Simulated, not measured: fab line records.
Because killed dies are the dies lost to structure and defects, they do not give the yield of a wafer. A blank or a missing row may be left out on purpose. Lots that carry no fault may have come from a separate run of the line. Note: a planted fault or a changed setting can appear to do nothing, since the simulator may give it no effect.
Which of the tools did it?    flow sky130    39 wafers from 13 lots sampled at 5 of the route's 708 steps

== WHAT EACH GAUGE READ, for each wafer ==
SKY_VT_ADJUST_PCH_OVL_MEAS_07. Usual: for VT_ADJUST_PCH_OVL the level is -0.2 nm and the standard deviation is 1.5.
lot   measured      on          VT_ADJUST_PCH_OVL (nm)  flag
L356  day 10 14:40  overlay-01  0.2 -1.5 0.0            
L357  day 10 22:20  overlay-01  -1.6 -1.9 -2.6          
L359  day 11 06:44  overlay-01  1.5 1.4 -1.1            
L360  day 11 17:35  overlay-01  -0.8 1.2 0.5            
L361  day 11 22:37  overlay-01  -1.6 0.0 -2.2           
L362  day 12 04:32  overlay-01  -2.2 -2.5 -1.1          
L368  day 14 05:55  overlay-01  -0.3 0.2 2.2            
L372  day 15 12:20  overlay-02  -0.3 1.3 1.4            
L373  day 15 21:17  overlay-02  -1.9 0.4 -0.4           
L375  day 16 10:19  overlay-02  0.4 3.1 1.6             
L376  day 16 19:31  overlay-02  0.3 0.1 -0.4            
L377  day 17 02:47  overlay-01  -1.4 -0.1 0.2           
L379  day 17 14:35  overlay-02  0.6 0.4 0.8             

SKY_VT_ADJUST_PCH_TW_MEAS_10. Usual: for VT_ADJUST_PCH_TW the level is 142.8 and the standard deviation is 1.3.
lot   measured      on             VT_ADJUST_PCH_TW                     flag
L356  day 10 14:57  film metro-04  144.8 145.0 145.3                    
L357  day 10 22:38  film metro-04  143.9 145.0 144.4                    
L359  day 11 07:01  film metro-04  142.3 142.7 142.0                    
L360  day 11 17:52  film metro-02  142.3 141.4 141.4                    
L361  day 11 22:55  film metro-02  142.5 141.2 142.6                    
L362  day 12 04:49  film metro-03  142.8 142.3 141.7                    
L368  day 14 06:12  film metro-03  141.7 142.0 140.9                    
L372  day 15 12:37  film metro-02  147.8 148.3 148.9 148.0 147.6 147.8  OFF
L373  day 15 21:35  film metro-04  151.1 150.9 150.1 150.8 151.2 150.1  OFF
L375  day 16 10:37  film metro-03  142.6 142.6 142.7                    
L376  day 16 19:49  film metro-04  144.5 145.5 144.8                    
L377  day 17 03:04  film metro-02  141.0 140.7 141.1                    
L379  day 17 14:52  film metro-02  141.3 140.6 140.1                    

SKY_SONOS_TUNNEL_CD_MEAS_07: target cd 410 nm. Usual: cd nm at 409.8 nm, with a standard deviation of 2.
lot   measured      on         cd nm (nm)         flag
L356  day 11 13:32  cd sem-01  413.7 412.4 411.6  
L357  day 11 21:28  cd sem-01  409.8 408.9 408.2  
L359  day 12 06:11  cd sem-01  410.2 406.7 408.9  
L360  day 12 17:23  cd sem-01  409.8 411.6 409.7  
L361  day 12 22:56  cd sem-01  407.5 408.8 410.1  
L362  day 13 05:29  cd sem-02  411.8 409.4 410.9  
L368  day 15 09:26  cd sem-02  412.5 411.7 414.9  
L372  day 16 16:23  cd sem-01  411.2 407.1 410.4  
L373  day 17 02:21  cd sem-01  409.8 409.1 410.7  
L375  day 17 15:46  cd sem-02  408.0 408.5 406.4  
L376  day 18 02:08  cd sem-02  410.7 409.7 411.6  
L377  day 18 08:26  cd sem-02  410.8 408.9 411.4  
L379  day 18 20:24  cd sem-01  409.9 411.0 407.5  

SKY_SONOS_TUNNEL_TW_MEAS_12. Usual: for SONOS_TUNNEL_TW the level is 198.3 and the standard deviation is 1.5.
lot   measured      on             SONOS_TUNNEL_TW    flag
L356  day 11 14:06  film metro-01  198.3 198.0 197.3  
L357  day 11 22:01  film metro-01  197.4 197.2 197.2  
L359  day 12 06:47  film metro-04  198.7 199.2 199.9  
L360  day 12 17:57  film metro-03  198.1 197.7 196.4  
L361  day 12 23:29  film metro-04  200.2 200.3 200.7  
L362  day 13 06:03  film metro-04  199.8 200.5 200.1  
L368  day 15 10:02  film metro-03  195.9 196.5 196.0  
L372  day 16 16:57  film metro-01  200.2 199.9 200.3  
L373  day 17 02:54  film metro-01  197.2 197.3 198.1  
L375  day 17 16:20  film metro-03  196.9 197.8 196.3  
L376  day 18 02:44  film metro-04  200.4 201.1 201.2  
L377  day 18 09:01  film metro-03  196.4 197.1 196.8  
L379  day 18 21:00  film metro-03  197.2 197.2 196.5  

== EACH LOT AND THE TOOL THAT RAN IT (in order: tool; ch and the chambers of the sampled wafers; start) ==
lot   SKY_VT_ADJUST_PCH_IMPLANT_08
L356  implanter-01 ch 0, day 10 14:42
L357  implanter-02 ch 0, day 10 22:25
L359  implanter-02 ch 0, day 11 06:46
L360  implanter-02 ch 0, day 11 17:37
L361  implanter-01 ch 0, day 11 22:41
L362  implanter-01 ch 0, day 12 04:34
L368  implanter-04 ch 0, day 14 05:57
L372  implanter-02 ch 0, day 15 12:23
L373  implanter-02 ch 0, day 15 21:23
L375  implanter-04 ch 0, day 16 10:23
L376  implanter-01 ch 0, day 16 19:34
L377  implanter-04 ch 0, day 17 02:49
L379  implanter-01 ch 0, day 17 14:38
- SKY_VT_ADJUST_PCH_IMPLANT_08

== AS READ BY THE TOOLS THEMSELVES (means over the sampled wafers that have a number; for cases with no such wafer, the mark the record gives instead) ==
SKY_VT_ADJUST_PCH_IMPLANT_08. Usual: beam on s 9.99 s, standard deviation 0.22; end station pressure torr 4.99e-06 Torr, standard deviation 2.7e-07; faraday current uA 2.82, standard deviation 0.06.
lot   tool          beam on s (s)  end station pressure torr (Torr)  faraday current uA  flag
L356  implanter-01  10.06          5.17e-06                          2.80                
L357  implanter-02  10.05          5.04e-06                          2.80                
L359  implanter-02  10.11          5.14e-06                          2.79                
L360  implanter-02  10.00          4.94e-06                          2.82                
L361  implanter-01  10.20          5.24e-06                          2.76                
L362  implanter-01  9.89           4.91e-06                          2.86                
L368  implanter-04  10.11          5.22e-06                          2.79                
L372  implanter-02  11.79          8.92e-05                          2.39                OFF
L373  implanter-02  11.90          8.68e-05                          2.37                OFF
L375  implanter-04  9.97           5.01e-06                          2.83                
L376  implanter-01  9.94           5.21e-06                          2.83                
L377  implanter-04  9.77           5.21e-06                          2.88                
L379  implanter-01  10.07          5.04e-06                          2.81                

== THE ANSWER, worked out from the rows above alone ==
Rule: lot off if the mean of its wafers having a number is beyond 3 standard deviations from the usual mean. Also off: a lot with no number at a reading for which 4 or more lots have one. The other lots that the step has rows for count as sound. After the gauges, taken in route order, come the tools' own readings; for these a lot's mean is taken, as printed above. At the first step where some lot is off, the reading lying furthest off is the one used; lots without a number count as furthest.
Off: L372, L373, seen at SKY_VT_ADJUST_PCH_TW_MEAS_10 (VT_ADJUST_PCH_TW).
If a tool, at a process step before that reading, ran all the lots that are off and no sound lot after the first of them, it fits. The gauges at SKY_VT_ADJUST_PCH_TW_MEAS_10 aren't tried: what is off there is off at SKY_VT_ADJUST_PCH_IMPLANT_08 too, on other tools, and a gauge's error can't cause that. One fits: SKY_VT_ADJUST_PCH_IMPLANT_08 on implanter-02. A fault onset in the window from L360 (day 11 17:37, its last sound lot) to L372 (day 15 12:23, its first lot off) fits.
The tool's own readings at SKY_VT_ADJUST_PCH_IMPLANT_08 bear it out: on the lots that are off they differ by more than 5 times the standard deviation of the sound lots' means. beam on s reads 11.84 s there against 10.02 s on the sound lots; end station pressure torr reads 8.80e-05 Torr there against 5.10e-06 Torr on the sound lots; faraday current uA reads 2.38 there against 2.82 on the sound lots.

== WHAT THE SIMULATOR HAD PUT IN ==
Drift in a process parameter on implanter-02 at SKY_VT_ADJUST_PCH_IMPLANT_08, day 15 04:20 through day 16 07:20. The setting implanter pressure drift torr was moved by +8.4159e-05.
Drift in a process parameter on implanter-02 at SKY_VT_ADJUST_PCH_IMPLANT_08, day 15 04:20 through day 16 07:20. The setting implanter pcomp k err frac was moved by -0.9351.
Struck lots among those shown: L372, L373. The rule above reached the same finding.
